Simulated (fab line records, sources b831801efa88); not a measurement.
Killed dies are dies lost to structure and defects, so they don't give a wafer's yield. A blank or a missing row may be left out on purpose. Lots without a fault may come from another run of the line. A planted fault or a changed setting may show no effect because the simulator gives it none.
Split-lot experiment | flow gf180mcu | 5 lots, 23 wafers read, on a route of 602 steps

THE SPLIT
At GF_M2_SPUTTER_02 (material AlCu, target thk 450 nm, time 23.9 s), the setting time_s was moved away from the recipe's 23.9 s on 8 of the 23 wafers read, by +4.9% to +12.2%. The other wafers ran this setting at the recipe's value.

FROM THE SPLIT TO THE READING: what the file shows between them, 3 steps
- GF_M2_SPUTTER_03: material Ti, target thk 10 nm, time 6.7 s
- GF_M2_SPUTTER_04: material TiN, target thk 50 nm, time 42.62 s
- GF_M2_RS_MEAS_05: measures by four-point-probe

THE READING
M2_ALCU_THK, in nm, at GF_M2_THK_MEAS_06 (measures by xrf). Fault-free wafers of this fab line usually give 454 nm, standard deviation 4.8 nm.

wafer  | tool, chamber at the split | time_s as run, s | against the recipe | M2_ALCU_THK, nm | against lot-mates on the recipe
L074.1 | pvd_sputter-01, -          | 25.08            | +4.9%              | 479             | +18
L074.2 | pvd_sputter-01, -          | 23.9             | recipe             | 464             | -
L074.4 | pvd_sputter-01, -          | 23.9             | recipe             | 464             | -
L074.5 | pvd_sputter-01, -          | 25.08            | +4.9%              | 484             | +23
L074.6 | pvd_sputter-01, -          | 23.9             | recipe             | 456             | -
L075.1 | pvd_sputter-01, -          | 23.9             | recipe             | 458             | -
L075.3 | pvd_sputter-01, -          | 26.82            | +12.2%             | 509             | +55
L075.4 | pvd_sputter-01, -          | 23.9             | recipe             | 450             | -
L075.5 | pvd_sputter-01, -          | 23.9             | recipe             | 453             | -
L075.6 | pvd_sputter-01, -          | 26.82            | +12.2%             | 507             | +53
L082.1 | pvd_sputter-03, -          | 25.99            | +8.7%              | 490             | +35
L082.2 | pvd_sputter-03, -          | 23.9             | recipe             | 458             | -
L082.3 | pvd_sputter-03, -          | 23.9             | recipe             | 454             | -
L082.5 | pvd_sputter-03, -          | 23.9             | recipe             | 454             | -
L082.6 | pvd_sputter-03, -          | 25.99            | +8.7%              | 488             | +33
L083.2 | pvd_sputter-04, -          | 23.9             | recipe             | 456             | -
L083.3 | pvd_sputter-04, -          | 23.9             | recipe             | 460             | -
L083.4 | pvd_sputter-04, -          | 23.9             | recipe             | 461             | -
L083.5 | pvd_sputter-04, -          | 26.28            | +10.0%             | 504             | +45
L083.6 | pvd_sputter-04, -          | 26.28            | +10.0%             | 506             | +47
L084.1 | pvd_sputter-03, -          | 23.9             | recipe             | 449             | -
L084.2 | pvd_sputter-03, -          | 23.9             | recipe             | 450             | -
L084.4 | pvd_sputter-03, -          | 23.9             | recipe             | 447             | -

THE FIT
A straight line over all 23 wafers: M2_ALCU_THK changes by +4.42 nm for each +1% of time_s; r = +0.97; the points scatter about the line by 5.2 nm.
The same after taking each lot's own level away (the mean of its wafers on the recipe; 23 wafers): +4.36 nm for each +1%; r = +0.99; scatter 2.9 nm.
On that fit, the largest move of time_s shifts the reading by 53 nm.
The lots' own levels span 448.7 to 461.3 nm, that is 2.6 times the standard deviation above.
So the lot-to-lot level changes the slope little: the two slopes agree.
Check: with one of the wafers moved furthest among these (+12.2%) left out of the fit, the line predicts +52.4 nm for it against its lot-mates. It came out at +55.3 nm against them.

OTHER SPLITS ON THESE WAFERS
These wafers also went through other splits before the reading. Each is held against what the fit with the lots' levels taken away leaves over:
other split on the same wafers   | wafers away from the commonest value | r with M2_ALCU_THK (lot level and that fit taken away)
GF_CONTACT_CVD_00 sih4_flow_sccm | 9                                    | +0.00
GF_CONTACT_SOFTBAKE_10 time_s    | 9                                    | +0.02
GF_CONTACT_CVD_24 temp_c         | 9                                    | -0.37
GF_M1_STRIP_17 power_w           | 11                                   | +0.02
GF_V1_CMP_04 leave_above_ref_nm  | 9                                    | -0.35
GF_V1_SOFTBAKE_10 temp_c         | 9                                    | +0.33

THE WHOLE CHAIN: every reading that the file lists as answering this split, in the file's order
step              | what it does                                  | reading                                                                       | change (the file's fit)               | r (the file's)
GF_M2_SPUTTER_02  | material AlCu, target thk 450 nm, time 23.9 s | AlCu_of_M2_SPUTTER_02.thk_nm (the simulator's own value, which no gauge read) | +4.42 nm for each +1% of the setting  | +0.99
GF_M2_RS_MEAS_05  | measures by four-point-probe                  | M2_ALCU_RS                                                                    | -0.000616 for each +1% of the setting | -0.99
GF_M2_THK_MEAS_06 | measures by xrf                               | M2_ALCU_THK                                                                   | +4.35 for each +1% of the setting     | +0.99

THE FILE'S OWN FIT
M2_ALCU_THK changes by +4.35 nm for each +1% of time_s, r = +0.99.
